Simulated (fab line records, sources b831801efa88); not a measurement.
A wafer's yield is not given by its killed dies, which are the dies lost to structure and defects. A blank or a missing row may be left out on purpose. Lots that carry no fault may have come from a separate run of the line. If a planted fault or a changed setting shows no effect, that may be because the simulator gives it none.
Code-filled problem report in 8D (eight disciplines) form -- flow sky130 -- the parts of the form that need people (team, actions taken, sign-off) are left out

== 1. THE PROBLEM ==
CONTACT_HDPCVD_THK at SKY_CONTACT_THK_MEAS_03 reads a mean of 672 nm on 3 wafers of 2 lots; wafers without a fault read 565 nm with a standard deviation of 5.1. That puts it +21 standard deviations away from the usual mean.
Earliest sighting: wafer L202.1 on film-metro-03 at day 35 17:26. Wafers with a number at this step in the record: 33, from 11 lots. The rule behind "out" and "out of limits": a value lying over 4 standard deviations away from the usual mean. Any other wafer with a number is counted as sound.

== 2. WHAT IT IS, AND WHAT IT ISN'T ==
question,is,is not
which readings at this step,CONTACT_HDPCVD_THK,-
which lots,"L202, L204","L188, L190, L191, L192, L193, L195, L197, L208, L209"
which wafers of those lots,"L202.1, L202.6, L204.4","L202.5, L204.5, L204.6"
read on which gauges,"film-metro-03, film-metro-04",film-metro-01
when,from day 35 17:26,"up to then (22 sound wafers); but 8 sound wafers of L204, L208, L209 came after"

== 3. SUSPECTS, AND WHAT RULES EACH OUT ==
Counting: if a tool at a process step up to the reading ran every lot that is out, it stays a suspect. Sound lots after the first of them don't rule it out here, since some wafers of a struck lot are sound.
- the gauge at SKY_CONTACT_THK_MEAS_03: ruled out. 2 gauges (film-metro-03, film-metro-04) read the wafers that are out.
- hdpcvd-02 at SKY_CONTACT_HDPCVD_02 (deposits SiO2, target thk 565 nm, time 94.2 s): kept. It ran every lot that is out, first L202 (day 35 17:20); its last sound lot up to then is L195 (day 34 00:02). Its own readings are out on those wafers: run-length-s.
- In hdpcvd-02 at SKY_CONTACT_HDPCVD_02, the wafers that are out were processed in chamber 2 and their sound lot-mates in chambers 0, 1.
Remaining after the count: hdpcvd-02 at SKY_CONTACT_HDPCVD_02.

== 4. THE CAUSE (what the simulator had put in) ==
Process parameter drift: hdpcvd-02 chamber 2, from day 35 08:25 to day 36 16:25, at SKY_CONTACT_HDPCVD_02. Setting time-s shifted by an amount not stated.
Counting left only this tool.

== 5. SEQUENCE OF EFFECTS, ordered by route ==
One row per reading whose mean, taken over the struck wafers that have a number, lies over 3 standard deviations from the usual. Scope: only readings with a usual standard deviation given in the record; hours: median across lots of the time from each lot's start at the first step in this table that gives one to its start at this step; sigmas: change in usual standard deviations.
hours,step,reading,usual,on struck wafers,change,sigmas
0,SKY_CONTACT_HDPCVD_02,run-length-s,122.2 s,140.2,+18.0,+30
0,SKY_CONTACT_THK_MEAS_03,CONTACT_HDPCVD_THK,565 nm,672,+107,+21
0,SKY_CONTACT_CMP_04,time-to-endpoint-s,86 s,128,+42,+10
Here are the process steps it includes:
- SKY_CONTACT_HDPCVD_02: deposits SiO2, target thk 565 nm, time 94.2 s.
- SKY_CONTACT_CMP_04: polishes SiO2.

== 6. WHAT WOULD HAVE CAUGHT IT SOONER ==
Counted from the fault's start at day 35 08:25, it took 9 hours until the first out-of-limits reading at a measuring or inspecting step in this record, taken at day 35 17:26.
Tool's own readings at SKY_CONTACT_HDPCVD_02, run-length-s: out on all struck wafers the step has rows for; an alarm limit on them would have tripped on the first.
Among the 2 lots that are out, L204 began SKY_CONTACT_HDPCVD_02 on hdpcvd-02 after day 35 17:26. Holding the tool at that time would have saved it.
